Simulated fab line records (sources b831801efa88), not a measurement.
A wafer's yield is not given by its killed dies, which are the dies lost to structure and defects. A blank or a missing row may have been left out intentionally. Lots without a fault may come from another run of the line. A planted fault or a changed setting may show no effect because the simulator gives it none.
Chamber matching + flow gf180mcu + GF_CONTACT_ETCH_16 on rie_diel-02: 4 sister chambers
The step etches BARC in N2/H2. 7 wafers are shown with their chamber, then 8 later ones without.

WAFERS WITH THEIR CHAMBER
| wafer  | chamber | drypump_motor_current_A (A) | throttle_valve_pct (%) |
|--------|---------|-----------------------------|------------------------|
| L101.3 | 2       | 5.7                         | 13.221                 |
| L101.5 | 3       | 6.0                         | 13.218                 |
| L111.1 | 2       | 5.7                         | 13.216                 |
| L112.2 | 1       | 5.9                         | 13.239                 |
| L112.5 | 1       | 5.8                         | 13.222                 |
| L112.6 | 0       | 6.1                         | 13.217                 |
| L114.2 | 0       | 6.1                         | 13.218                 |

WAFERS MISSING THEIR CHAMBER
| wafer  | drypump_motor_current_A (A) | throttle_valve_pct (%) |
|--------|-----------------------------|------------------------|
| L114.5 | 5.8                         | 13.217                 |
| L114.6 | 5.7                         | 13.233                 |
| L116.1 | 6.1                         | 13.223                 |
| L116.2 | 5.7                         | 13.225                 |
| L116.6 | 6.1                         | 13.230                 |
| L118.2 | 6.1                         | 13.226                 |
| L118.3 | 6.1                         | 13.222                 |
| L118.5 | 6.0                         | 13.228                 |

EACH ONE'S CHAMBER
| wafer  | from the rows above     | in truth |
|--------|-------------------------|----------|
| L114.5 | can't be placed: 1 or 2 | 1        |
| L114.6 | can't be placed: 2 or 1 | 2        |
| L116.1 | can't be placed: 0 or 3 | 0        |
| L116.2 | 2                       | 2        |
| L116.6 | can't be placed: 0 or 3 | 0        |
| L118.2 | can't be placed: 0 or 3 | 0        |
| L118.3 | can't be placed: 0 or 3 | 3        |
| L118.5 | can't be placed: 3 or 0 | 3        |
Correctly placed: 1 of 8. Unplaceable from these rows: 7, with the true chamber sitting among the candidates in 7. 0 placed wrongly.
How it was worked out, from the rows above alone: a wafer's distance from a chamber is the root of the sum, over the readings, of the square of ((its reading less the chamber's mean) divided by the reading's scatter). The wafer belongs to the nearest chamber; if the next one is less than 2 further off, it can't be placed. A chamber's mean is the mean of its shown wafers. How the scatter is found: for the shown wafers, subtract from each reading the mean of its chamber, square and add these, divide the total by (wafers less chambers), then take the root.
